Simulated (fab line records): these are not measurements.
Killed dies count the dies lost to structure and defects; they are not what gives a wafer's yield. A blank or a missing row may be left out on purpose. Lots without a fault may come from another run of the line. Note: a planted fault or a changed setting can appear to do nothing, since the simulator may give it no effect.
8D (eight disciplines) problem report, filled in by code || flow sfq_line || the parts of the form that need people (team, actions taken, sign-off) are left out

## 1. WHAT WENT WRONG
At SFQ_TRILAYER_M0_BARC_OPEN_METAL_ETCH_031, run_length_s averages 66.8 s over 4 wafers from 2 lots, while fault-free wafers read 70.2 s, standard deviation 0.37. That puts it -9.1 standard deviations away from the usual mean.
The step: etches BARC in O2, target depth 125 nm, time 41.7 s.
Earliest sighting: wafer L162.4 on rie_metal-01 at day 17 15:23. The record has a number at this step for 42 wafers belonging to 14 lots. The rule behind "out" and "out of limits": a value lying over 4 standard deviations away from the usual mean. Any other wafer with a number is counted as sound.

## 2. WHAT IT IS, WHAT IT ISN'T
{"question": "which readings at this step", "is": "run_length_s, oes_product_au", "is not": "drypump_motor_current_A"}
{"question": "which lots", "is": "L162, L164", "is not": "L147, L151, L153, L154, L155, L157, L158, L160, L161, L163, L165, L170"}
{"question": "which wafers of those lots", "is": "L162.4, L162.5, L164.1, L164.6", "is not": "L162.3, L164.3"}
{"question": "read on which tools", "is": "rie_metal-01", "is not": "rie_metal-03, rie_metal-04"}
{"question": "when", "is": "from day 17 15:23", "is not": "up to then (28 sound wafers); but 10 sound wafers of L163, L164, L165, L170 came after"}

## 3. WHAT RULES OUT EACH SUSPECT
Counting: any tool at a process step up to the reading remains a suspect provided it ran every lot that is out. Sound lots after the first of them don't rule it out here, since some wafers of a struck lot are sound.
- rie_metal-01 at SFQ_TRILAYER_M0_BARC_OPEN_METAL_ETCH_031 (etches BARC in O2, target depth 125 nm, time 41.7 s): kept. It ran every lot that is out, first L162 (day 17 15:23); its last sound lot up to then is L161 (day 17 06:51). Out on those wafers are its own readings of oes_product_au, run_length_s.
- Within rie_metal-01 at SFQ_TRILAYER_M0_BARC_OPEN_METAL_ETCH_031, the wafers that are out were processed in chamber 0 and their sound lot-mates in chamber 1.
Left after counting: rie_metal-01 at SFQ_TRILAYER_M0_BARC_OPEN_METAL_ETCH_031.

## 4. THE CAUSE (what the simulator had put in)
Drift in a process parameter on rie_metal-01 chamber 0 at SFQ_TRILAYER_M0_BARC_OPEN_METAL_ETCH_031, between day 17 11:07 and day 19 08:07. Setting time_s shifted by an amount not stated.
Only this tool survived the counting.

## 5. SEQUENCE OF EFFECTS, ordered by route
One row per reading whose mean, taken over the struck wafers that have a number, lies over 3 standard deviations from the usual. Only readings for which the record gives a usual standard deviation are gone through. hours: the time from each lot's start at the first step in this table that gives one to its start at this step, as a median over the lots. sigmas: the change in usual standard deviations.
{"hours": 0, "step": "SFQ_TRILAYER_M0_BARC_OPEN_METAL_ETCH_031", "reading": "oes_product_au", "usual": "0.684 a.u.", "on struck wafers": 0.724, "change": "+0.039", "sigmas": "+7.9"}
{"hours": 0, "step": "SFQ_TRILAYER_M0_BARC_OPEN_METAL_ETCH_031", "reading": "run_length_s", "usual": "70.2 s", "on struck wafers": 66.8, "change": -3.4, "sigmas": -9.1}
The process steps in it:
- SFQ_TRILAYER_M0_BARC_OPEN_METAL_ETCH_031: etches BARC in O2, target depth 125 nm, time 41.7 s.

## 6. WHAT WOULD HAVE CAUGHT IT SOONER
In this record the first reading out of limits was taken at day 17 15:23, 4 hours after the fault began at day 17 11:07.
